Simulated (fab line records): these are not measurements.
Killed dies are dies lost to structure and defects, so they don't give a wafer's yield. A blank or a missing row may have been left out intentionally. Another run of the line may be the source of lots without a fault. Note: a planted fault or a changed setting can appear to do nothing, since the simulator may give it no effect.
Which tool did it?    flow sky130    36 wafers sampled from 12 lots at 1 step of a route of 708

## WHAT EACH GAUGE READ, for each wafer
SKY_PWDE_OVL_MEAS_07.
lot   measured     on          PWDE_OVL (nm)
L075  day 4 03:36  overlay-01  -1.0 -0.2 -1.1
L077  day 4 13:56  overlay-01  1.2 -0.4 0.4
L078  day 5 02:42  overlay-01  -0.3 2.7 1.0
L081  day 5 19:13  overlay-01  2.3 2.0 2.0
L083  day 6 07:26  overlay-02  0.4 -1.9 0.0
L086  day 6 18:49  overlay-02  0.3 1.5 0.3
L087  day 6 22:58  overlay-01  1.3 1.6 0.6
L088  day 7 06:19  overlay-01  -1.8 0.3 -1.3
L091  day 7 19:58  overlay-01  0.4 -0.1 0.6
L093  day 8 05:49  overlay-02  -0.4 -0.1 0.3
L095  day 8 17:40  overlay-01  0.1 0.1 1.6
L097  day 9 06:52  overlay-01  0.2 0.1 0.6

## WHICH TOOL RAN EACH LOT (tool, then ch and the chambers of the sampled wafers, then the start)
No process step before these readings appears in the record.

## THE ANSWER, worked out from the rows above alone
Rule: usual is defined by the lots themselves. Put in order of their means at a reading, lots are off if they are a third of the lots or fewer, leave a main group of 4 or more, and stand apart from it by a gap of 3 or more times the standard deviation of the main group's means; of several such gaps the widest counts. Not used: any main group whose means are identical at the precision the tables above print for the reading. Also off: a lot with no number at a reading for which 4 or more lots have one. The other lots that the step has rows for count as sound.
No lot is off on any of the readings shown, so nothing can be concluded from this.

## WHAT THE SIMULATOR PUT IN
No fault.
